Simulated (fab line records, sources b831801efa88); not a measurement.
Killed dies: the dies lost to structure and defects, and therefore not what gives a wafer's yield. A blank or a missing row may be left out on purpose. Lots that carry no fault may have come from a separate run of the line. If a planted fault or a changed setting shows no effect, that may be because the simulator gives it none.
fab line records | flow sky130
record lots=12 | wafers=36 | last-day=51
route steps=708 shown CONTACT@429 METAL1@438 VIA1@473 PAD_OPEN@708
lots that met no fault: from a run of the same line without faults
start-h: the number of hours between the record's first day and the start of the first shown wafer of the lot | wait-h: hours elapsed since this lot's preceding step | " repeats the value in the row above | L1.1+2: several wafers, shown together as one row | - no value, or no start was given | * or withheld: withheld | < > ~ a bound
route shown NAME@n: NAME is a module with steps in the file, n the number in the route of the first one | usual: average and standard deviation across the fault-free wafers | same: alike in all rows | chamber/n: place in a boat | sites: readings site by site | _std_site: how widely they spread, as a standard deviation | _edge_site: mean of outer sites minus mean of inner sites | radius-mm: for every site, how far away it sits from the centre of the wafer | mask NAME#n: copy n | behind: the most recent tool/chamber to have shaped the wafer | hold: what put the lot on hold/how long, in hours/how the hold closed | device: names the non-switching transistor (n, p or np) | end of line: tests of these same wafers at the route's end | a step given without rows: its recipe and nothing more | killed: count of dies lost to structure and defects at first sort (not the wafer's yield) | map: the dies of a wafer, with x for killed, . for not killed, _ for no die there
set.NAME: the setting as run; set.NAME@STEP: as run at that earlier step | model.NAME: the simulator's own value behind a step, which no gauge read
one table for each step of the route and one row for each wafer, over a sample of lots
services: from which hour (start-h, from the record's first day; less than 0 if before it) a tool's chamber was out of use, for how many hours, and why
## steps
# step SKY_CONTACT_SPUTTER_23
# recipe material=TiN | target-thk-nm=20 | chamber-pressure-pa=5 | power-w=4000 | time-s=80
# usual throttle-valve-pct=29.8/1
lot.wafer | tool           | chamber | start-h | wait-h | throttle-valve-pct
L631.1    | pvd-sputter-01 | -       | 761.83  | 0.0    | 29.6
L631.2    | "              | -       | "       | "      | 30.9
L631.4    | "              | -       | "       | "      | 29.9
L634.1    | pvd-sputter-03 | -       | 781.43  | 0.0    | 28.5
L634.3    | "              | -       | "       | "      | 31.7
L634.4    | "              | -       | "       | "      | 28.9
L633.3    | pvd-sputter-03 | -       | 784.57  | 0.0    | 29.1
L633.4    | "              | -       | "       | "      | 28.5
L633.5    | "              | -       | "       | "      | 28.8
L635.2    | pvd-sputter-01 | -       | 796.16  | 0.0    | 29.4
L635.3    | "              | -       | "       | "      | 28.6
L635.6    | "              | -       | "       | "      | 31.2
L637.2    | pvd-sputter-03 | -       | 807.46  | 0.0    | 29.2
L637.3    | "              | -       | "       | "      | 31.5
L637.6    | "              | -       | "       | "      | 29.0
L638.2    | pvd-sputter-01 | -       | 822.79  | 0.0    | 31.0
L638.3    | "              | -       | "       | "      | 29.7
L638.4    | "              | -       | "       | "      | 28.6
L639.3    | pvd-sputter-03 | -       | 832.37  | 0.0    | 28.5
L639.4    | "              | -       | "       | "      | 31.9
L639.6    | "              | -       | "       | "      | 29.0
L641.1    | pvd-sputter-03 | -       | 838.74  | 0.0    | 31.8
L641.2    | "              | -       | "       | "      | 29.2
L641.6    | "              | -       | "       | "      | 31.7
L648.1    | pvd-sputter-04 | -       | 910.28  | 0.0    | 30.7
L648.2    | "              | -       | "       | "      | 29.6
L648.3    | "              | -       | "       | "      | 30.9
L649.2    | pvd-sputter-04 | -       | 913.31  | 0.0    | 30.5
L649.4    | "              | -       | "       | "      | 29.3
L649.6    | "              | -       | "       | "      | 29.8
L651.1    | pvd-sputter-04 | -       | 916.54  | 0.0    | 29.5
L651.2    | "              | -       | "       | "      | 31.0
L651.5    | "              | -       | "       | "      | 30.9
L650.4    | pvd-sputter-03 | -       | 919.84  | 0.0    | 31.9
L650.5    | "              | -       | "       | "      | 29.2
L650.6    | "              | -       | "       | "      | 31.3
# step SKY_METAL1_SPUTTER_04
# recipe material=TiN | target-thk-nm=70 | power-w=6500 | time-s=58.3 | chamber-pressure-pa=0.4
# usual throttle-valve-pct=30.0/0.92
lot.wafer | tool           | chamber | start-h | wait-h | throttle-valve-pct
L631.1    | pvd-sputter-02 | -       | 762.57  | 0.0    | 31.0
L631.2    | "              | -       | "       | "      | 28.9
L631.4    | "              | -       | "       | "      | 31.1
L634.1    | pvd-sputter-01 | -       | 782.17  | 0.0    | 29.9
L634.3    | "              | -       | "       | "      | 29.9
L634.4    | "              | -       | "       | "      | 28.8
L633.3    | pvd-sputter-01 | -       | 785.31  | 0.0    | 29.5
L633.4    | "              | -       | "       | "      | 31.2
L633.5    | "              | -       | "       | "      | 31.0
L635.2    | pvd-sputter-04 | -       | 796.91  | 0.0    | 30.6
L635.3    | "              | -       | "       | "      | 29.8
L635.6    | "              | -       | "       | "      | 29.6
L637.2    | pvd-sputter-02 | -       | 808.21  | 0.0    | 28.7
L637.3    | "              | -       | "       | "      | 30.6
L637.6    | "              | -       | "       | "      | 28.8
L638.2    | pvd-sputter-02 | -       | 823.64  | 0.0    | 28.7
L638.3    | "              | -       | "       | "      | 28.6
L638.4    | "              | -       | "       | "      | 29.3
L639.3    | pvd-sputter-02 | -       | 833.22  | 0.0    | 30.8
L639.4    | "              | -       | "       | "      | 29.0
L639.6    | "              | -       | "       | "      | 31.1
L641.1    | pvd-sputter-02 | -       | 839.48  | 0.0    | 28.7
L641.2    | "              | -       | "       | "      | 28.6
L641.6    | "              | -       | "       | "      | 31.0
L648.1    | pvd-sputter-01 | -       | 911.02  | 0.0    | 29.9
L648.2    | "              | -       | "       | "      | 31.1
L648.3    | "              | -       | "       | "      | 29.6
L649.2    | pvd-sputter-04 | -       | 914.52  | 0.0    | 29.8
L649.4    | "              | -       | "       | "      | 29.7
L649.6    | "              | -       | "       | "      | 30.7
L651.1    | pvd-sputter-01 | -       | 917.39  | 0.0    | 28.6
L651.2    | "              | -       | "       | "      | 29.6
L651.5    | "              | -       | "       | "      | 28.8
L650.4    | pvd-sputter-01 | -       | 920.60  | 0.0    | 31.0
L650.5    | "              | -       | "       | "      | 28.6
L650.6    | "              | -       | "       | "      | 29.7
# step SKY_METAL1_RS_MEAS_05
# recipe thk-meas-gauge=four-point-probe | reads=TiN_of_METAL1_SPUTTER_04+Ti_of_METAL1_SPUTTER_03+AlCu_of_METAL1_SPUTTER_02+TiN_of_METAL1_SPUTTER_01+Ti_of_METAL1_SPUTTER_00
# usual METAL1_ALCU_RS=0.1272/0.0016
lot.wafer | tool          | chamber | start-h | wait-h | METAL1_ALCU_RS[ohm/sq]
L631.1    | film-metro-03 | -       | 762.62  | 0.0    | 0.1269
L631.2    | "             | -       | "       | "      | 0.1261
L631.4    | "             | -       | "       | "      | 0.1272
L634.1    | film-metro-02 | -       | 782.22  | 0.0    | 0.1291
L634.3    | "             | -       | "       | "      | 0.1301
L634.4    | "             | -       | "       | "      | 0.1296
L633.3    | film-metro-02 | -       | 785.40  | 0.1    | 0.1279
L633.4    | "             | -       | "       | "      | 0.1273
L633.5    | "             | -       | "       | "      | 0.1273
L635.2    | film-metro-02 | -       | 796.97  | 0.0    | 0.1250
L635.3    | "             | -       | "       | "      | 0.1250
L635.6    | "             | -       | "       | "      | 0.1253
L637.2    | film-metro-04 | -       | 808.27  | 0.0    | 0.1303
L637.3    | "             | -       | "       | "      | 0.1289
L637.6    | "             | -       | "       | "      | 0.1278
L638.2    | film-metro-02 | -       | 823.71  | 0.0    | 0.1278
L638.3    | "             | -       | "       | "      | 0.1282
L638.4    | "             | -       | "       | "      | 0.1278
L639.3    | film-metro-03 | -       | 833.31  | 0.1    | 0.1254
L639.4    | "             | -       | "       | "      | 0.1257
L639.6    | "             | -       | "       | "      | 0.1243
L641.1    | film-metro-04 | -       | 839.53  | 0.0    | 0.1251
L641.2    | "             | -       | "       | "      | 0.1266
L641.6    | "             | -       | "       | "      | 0.1245
L648.1    | film-metro-02 | -       | 911.07  | 0.0    | 0.1243
L648.2    | "             | -       | "       | "      | 0.1249
L648.3    | "             | -       | "       | "      | 0.1260
L649.2    | film-metro-03 | -       | 914.59  | 0.0    | 0.1286
L649.4    | "             | -       | "       | "      | 0.1269
L649.6    | "             | -       | "       | "      | 0.1262
L651.1    | film-metro-04 | -       | 917.44  | 0.0    | 0.1279
L651.2    | "             | -       | "       | "      | 0.1276
L651.5    | "             | -       | "       | "      | 0.1273
L650.4    | film-metro-03 | -       | 920.69  | 0.1    | 0.1261
L650.5    | "             | -       | "       | "      | 0.1270
L650.6    | "             | -       | "       | "      | 0.1262
# step SKY_METAL1_THK_MEAS_06
# recipe thk-meas-gauge=xrf | reads=AlCu_of_METAL1_SPUTTER_02
# usual METAL1_ALCU_THK=249/3.4
lot.wafer | tool          | chamber | start-h | wait-h | METAL1_ALCU_THK[nm]
L631.1    | film-metro-03 | -       | 762.74  | 0.1    | 247
L631.2    | "             | -       | "       | "      | 248
L631.4    | "             | -       | "       | "      | 249
L634.1    | film-metro-02 | -       | 782.34  | 0.1    | 246
L634.3    | "             | -       | "       | "      | 243
L634.4    | "             | -       | "       | "      | 243
L633.3    | film-metro-02 | -       | 785.50  | 0.1    | 250
L633.4    | "             | -       | "       | "      | 249
L633.5    | "             | -       | "       | "      | 251
L635.2    | film-metro-02 | -       | 797.08  | 0.1    | 251
L635.3    | "             | -       | "       | "      | 252
L635.6    | "             | -       | "       | "      | 252
L637.2    | film-metro-04 | -       | 808.38  | 0.1    | 243
L637.3    | "             | -       | "       | "      | 245
L637.6    | "             | -       | "       | "      | 249
L638.2    | film-metro-02 | -       | 823.82  | 0.1    | 245
L638.3    | "             | -       | "       | "      | 248
L638.4    | "             | -       | "       | "      | 249
L639.3    | film-metro-03 | -       | 833.41  | 0.1    | 257
L639.4    | "             | -       | "       | "      | 253
L639.6    | "             | -       | "       | "      | 237
L641.1    | film-metro-04 | -       | 839.65  | 0.1    | 254
L641.2    | "             | -       | "       | "      | 251
L641.6    | "             | -       | "       | "      | 237
L648.1    | film-metro-02 | -       | 911.19  | 0.1    | 254
L648.2    | "             | -       | "       | "      | 255
L648.3    | "             | -       | "       | "      | 252
L649.2    | film-metro-03 | -       | 914.70  | 0.1    | 249
L649.4    | "             | -       | "       | "      | 250
L649.6    | "             | -       | "       | "      | 254
L651.1    | film-metro-04 | -       | 917.56  | 0.1    | 249
L651.2    | "             | -       | "       | "      | 249
L651.5    | "             | -       | "       | "      | 247
L650.4    | film-metro-03 | -       | 920.78  | 0.1    | 253
L650.5    | "             | -       | "       | "      | 253
L650.6    | "             | -       | "       | "      | 252
# step SKY_VIA1_ETCH_15
# recipe target=SiO2 | chemistry=C4F8/O2/Ar | target-depth-nm=351 | stop-on=TiN | mask-material=KrF-thick | source-w=1500 | bias-w=1200 | pressure-mtorr=40 | c4f8-flow-sccm=withheld | O2_flow_sccm=6 | Ar_flow_sccm=300 | time-s=54
# usual oes-product-au=0.982/0.0061
lot.wafer | tool        | chamber | start-h | wait-h | oes-product-au | rf-hours-counter-h
L631.1    | rie-diel-01 | 1       | 817.67  | 0.0    | 0.984          | 2
L631.2    | "           | 2       | "       | "      | 0.990          | 30
L631.4    | "           | 0       | "       | "      | 0.976          | 12
L634.1    | rie-diel-01 | 0       | 836.97  | 0.0    | 0.979          | 12
L634.3    | "           | 1       | "       | "      | 0.986          | 3
L634.4    | "           | 0       | "       | "      | 0.978          | -
L633.3    | rie-diel-04 | 0       | 841.07  | 0.0    | 0.979          | 4
L633.4    | "           | 3       | "       | "      | 0.990          | -
L633.5    | "           | 2       | "       | "      | 0.962          | -
L635.2    | rie-diel-04 | 1       | 851.22  | 0.0    | 0.963          | 13
L635.3    | "           | 2       | "       | "      | 0.965          | 20
L635.6    | "           | 3       | "       | "      | 0.980          | -
L637.2    | rie-diel-02 | 3       | 863.05  | 0.0    | 0.988          | 10
L637.3    | "           | 1       | "       | "      | 0.982          | 18
L637.6    | "           | 1       | "       | "      | 0.984          | -
L638.2    | rie-diel-04 | 0       | 878.77  | 0.0    | 0.988          | 6
L638.3    | "           | 2       | "       | "      | 0.981          | 21
L638.4    | "           | 3       | "       | "      | 0.987          | 13
L639.3    | rie-diel-01 | 1       | 888.17  | 0.0    | 0.978          | 4
L639.4    | "           | 0       | "       | "      | 0.983          | 14
L639.6    | "           | 0       | "       | "      | 0.985          | -
L641.1    | rie-diel-01 | 0       | 892.57  | 0.0    | 0.974          | 14
L641.2    | "           | 3       | "       | "      | 0.978          | 12
L641.6    | "           | 1       | "       | "      | 0.989          | -
L648.1    | rie-diel-01 | 2       | 964.00  | 0.0    | 0.974          | 3
L648.2    | "           | 0       | "       | "      | 0.979          | 16
L648.3    | "           | 3       | "       | "      | 0.983          | 14
L649.2    | rie-diel-01 | 3       | 966.13  | 0.0    | 0.984          | 14
L649.4    | "           | 1       | "       | "      | 0.981          | 6
L649.6    | "           | 3       | "       | "      | 0.978          | -
L651.1    | rie-diel-01 | 2       | 969.47  | 0.0    | 0.981          | 3
L651.2    | "           | 3       | "       | "      | 0.987          | 14
L651.5    | "           | 2       | "       | "      | 0.973          | -
L650.4    | rie-diel-02 | 1       | 972.77  | 0.0    | 0.989          | 22
L650.5    | "           | 0       | "       | "      | 0.988          | -
L650.6    | "           | 1       | "       | "      | 0.978          | -
# step SKY_PAD_OPEN_PROBE_99
# usual defect-limited-yield=82.2/2.1 | killed_at_M0_to_M3=44/7.4 | killed_at_M4_up=3.1/1.8 | killed-at-contacts=25/6 | killed-at-front-end=15/4.4 | killed-at-other=0.3/0.49 | killed-dies=88/10 | killed-open=48/7.4 | killed-short=39/6.3 | sort_bin_3_pad_short=0.9/0.4 | sort_bin_5_function=10.5/1.5 | sort_bin_6_memory=6.5/1.3 | sort-n-pass=404/10 | sort-yield-pct=82.2/2.1
# same gross-dies=492 | killed-at-back-side=0 | sort_bin_4_leakage[%]=0 | sort_bin_8_speed[%]=0
lot.wafer | tool      | chamber | start-h | wait-h | defect-limited-yield[%] | killed_at_M0_to_M3 | killed_at_M4_up | killed-at-contacts | killed-at-front-end | killed-at-other | killed-dies | killed-open | killed-short | sort_bin_3_pad_short[%] | sort_bin_5_function[%] | sort_bin_6_memory[%] | sort-n-pass | sort-yield-pct[%]
L641.1    | prober-02 | -       | 1156.21 | 0.1    | 80.9                    | 45                 | 7               | 31                 | 11                  | 0               | 94          | 50          | 44           | 0.2                     | 11.8                   | 7.1                  | 398         | 80.9
L641.2    | prober-02 | -       | 1156.26 | 0.1    | 80.9                    | 58                 | 4               | 27                 | 5                   | 0               | 94          | 52          | 42           | 1.2                     | 11.4                   | 6.5                  | 398         | 80.9
L641.6    | prober-02 | -       | 1156.46 | 0.2    | 81.7                    | 43                 | 7               | 31                 | 9                   | 0               | 90          | 45          | 45           | 1.2                     | 10.4                   | 6.7                  | 402         | 81.7
# killed by level:class
L641.1 LI_CONTACT:geometric-particle:open=9 VIA1:geometric-particle:open=8 CONTACT:geometric-particle:open=8 METAL1:geometric-particle:short=7 VIA3:geometric-particle:open=7 METAL4:geometric-particle:short=6 CONTACT:geometric-particle:short=6 VIA1:geometric-particle:short=6
L641.2 CONTACT:geometric-particle:open=13 VIA3:geometric-particle:open=11 VIA1:geometric-particle:open=10 VIA3:geometric-particle:short=9 METAL1:geometric-particle:short=7 LI_CONTACT:geometric-particle:open=6 VIA2:geometric-particle:open=6 LOCAL_INTERCONNECT:geometric-particle:short=5
L641.6 VIA1:geometric-particle:open=10 METAL1:geometric-particle:short=9 LI_CONTACT:geometric-particle:open=8 CONTACT:geometric-particle:open=8 CONTACT:geometric-particle:short=6 VIA1:geometric-particle:short=6 METAL4:geometric-particle:short=6 LI_CONTACT:geometric-particle:short=5
## services
tool           | chamber | start-h | hours | kind
rie-diel-01    | 0       | 742.49  | 2.3   | repair
rie-diel-04    | -       | 770.10  | 4.3   | pm
rie-diel-01    | 2       | 801.81  | 9.5   | repair
rie-diel-01    | 2       | 821.06  | 6.9   | repair
rie-diel-04    | 0       | 824.30  | 7.4   | repair
rie-diel-01    | -       | 824.76  | 0.8   | repair
rie-diel-01    | 2       | 827.93  | -     | clean
pvd-sputter-02 | -       | 828.43  | 2.8   | repair
pvd-sputter-02 | -       | 835.56  | 3.0   | repair
rie-diel-04    | 1       | 840.81  | 7.8   | repair
rie-diel-04    | 3       | 857.72  | 8.3   | repair
rie-diel-01    | 3       | 862.30  | 2.6   | repair
pvd-sputter-01 | -       | 865.98  | 2.0   | repair
rie-diel-04    | 1       | 884.78  | 2.2   | repair
pvd-sputter-01 | 0       | 911.07  | -     | consumable-replace:kit
pvd-sputter-01 | 0       | 911.07  | 18.0  | scheduled-down
pvd-sputter-01 | 0       | 911.07  | 18.0  | vent-cycle
rie-diel-02    | 3       | 914.49  | 4.4   | repair
rie-diel-04    | 0       | 916.28  | 13.4  | repair
rie-diel-02    | -       | 927.64  | 14.6  | pm
rie-diel-02    | 3       | 945.80  | 5.2   | repair
rie-diel-01    | 3       | 954.92  | 8.4   | repair
rie-diel-04    | 2       | 961.69  | 24.4  | repair
pvd-sputter-02 | -       | 965.87  | 6.6   | repair
## key
first-sign step=SKY_METAL1_THK_MEAS_06 | reading=METAL1_ALCU_THK | direction=down | sigmas=3.7 | usual=249 | struck=237
effect none on later readings
met-at SKY_METAL1_SPUTTER_04
struck-lots L639,L641
struck-wafers L639.6,L641.6
not-acting-at SKY_CONTACT_SPUTTER_23,SKY_METAL1_RS_MEAS_05,SKY_VIA1_ETCH_15
onset-between 823.64 833.22
fault kind=process-parameter-drift | tool=pvd-sputter-02 | chamber=- | onset-h=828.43 | steps=SKY_METAL1_SPUTTER_04 | channel=target-thk-nm | offset=36.431 | shape=step | end-h=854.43 | scope=struck-wafers-only | acts-in=these-recipes-only | stated=70
